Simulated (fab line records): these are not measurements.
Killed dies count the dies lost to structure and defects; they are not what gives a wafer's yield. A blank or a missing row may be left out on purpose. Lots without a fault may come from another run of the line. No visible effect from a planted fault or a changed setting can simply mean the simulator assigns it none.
Comparing a struck lot with a sound one || flow sky130 || 14 steps out of a route of 708
Sound: the wafers L206.2, L206.3, L206.5. Struck: wafer L214.1; the same lot's L214.3 was not struck, so it is left out; see the end for the cause.
Order at every step that has rows: each side's tool, ch and its chambers, its first start. Under that, the readings that differ: sound wafers || struck wafers || difference of the means || sigmas: that difference in standard deviations of wafers without a fault.
alike: same words and numbers on both sides, and readings whose means sit less than 2 such deviations apart. not compared: any withheld reading, any reading some wafer has no value for, any bound like >300 that may hide the same value, and any number with overlapping values for which the record gives no deviation.
A row with sigmas, a row that says differs or no value, or rows on one side alone: a step with any of these is where the two part. Numbers that have no deviation but don't overlap get no sigmas and don't part them. A reading missing from all wafers of one side parts the sides only when that side holds two or more wafers.

first, 1 step without rows for these wafers: SKY_VIA4_DEVELOP_10 (develop time 60 s).
SKY_VIA4_OVL_MEAS_11:
  sound on overlay-01 at day 44 23:08; struck on overlay-02 at day 46 19:23
  alike: VIA4_OVL
SKY_VIA4_ETCH_12: etches SiO2 in C4F8/O2/Ar, stops on TiN, target depth 580 nm.
  sound on rie-diel-02 ch 0,1,2, day 44 23:10; struck on rie-diel-02 ch 0, day 46 19:26
  alike: oes-product-au, rf-fwd-power-W
SKY_VIA4_STRIP_13: strips in O2/N2.
  sound on plasma-asher-01 ch 0,1, day 44 23:14; struck on plasma-asher-02 ch 1, day 46 19:30
  alike: drypump-motor-current-A, oes-product-au, strip-time-to-endpoint-s
  not compared: rf-hours-counter-h
then, 3 steps without rows for these wafers: SKY_VIA4_STRIP_14 (strips in post etch residue remover, time 1200 s); SKY_VIA4_CLEAN_15 (cleans in IPA, time 180 s); SKY_VIA4_CLEAN_16 (cleans in O3/DIW).
SKY_VIA4_SPUTTER_17: material TiN, target thk 20 nm, time 80 s.
  sound on pvd-sputter-02 at day 44 23:50; struck on pvd-sputter-03 at day 46 20:10
  alike: cathode-dc-power-W, throttle-valve-pct
SKY_VIA4_CVD_18: deposits W, target thk 505 nm, time 152.14 s.
  sound on cvd-w-01 ch 1, day 44 23:54; struck on cvd-w-01 ch 0, day 46 20:13
  alike: heater-power-w
SKY_VIA4_RS_MEAS_19: uses a four-point probe to measure.
  sound on film-metro-01 at day 45 00:04; struck on film-metro-01 at day 46 20:22
  alike: VIA4_W_RS
SKY_VIA4_THK_MEAS_20: measures by xrf.
  sound on film-metro-01 at day 45 00:11; struck on film-metro-01 at day 46 20:29
  alike: VIA4_W_THK
SKY_VIA4_CMP_21: polishes, stops on SiO2, t overpolish 25 s, target thk 0 nm.
  sound on cmp-02 ch 1,3, day 45 00:17; struck on cmp-02 ch 3, day 46 20:36
{"reading": "platen-rpm (rpm)", "sound": "60.03 60.05 60.02", "struck": 59.93, "difference": -0.10, "sigmas": -3}
  alike: motor-current-A, overpolish-run-s, time-to-endpoint-s
SKY_METAL5_SPUTTER_00: material Ti, target thk 15 nm, time 10 s.
  sound on pvd-sputter-01 at day 45 00:32; struck on pvd-sputter-02 at day 46 20:51
{"reading": "model.Ti_of_METAL5_SPUTTER_00.thk-nm (nm)", "sound": "14.82 15.09 14.73", "struck": 14.36, "difference": -0.52, "sigmas": ""}
  alike: cathode-dc-power-W, throttle-valve-pct
then, 1 step without rows for these wafers: SKY_METAL5_SPUTTER_01 (material TiN, target thk 20 nm, time 16.7 s).

## WHERE THEY PART
Only at SKY_VIA4_CMP_21, as far as this record shows. Later steps at which nothing parts them and some readings are alike: SKY_METAL5_SPUTTER_00.

WHY: what had been put in by the simulator
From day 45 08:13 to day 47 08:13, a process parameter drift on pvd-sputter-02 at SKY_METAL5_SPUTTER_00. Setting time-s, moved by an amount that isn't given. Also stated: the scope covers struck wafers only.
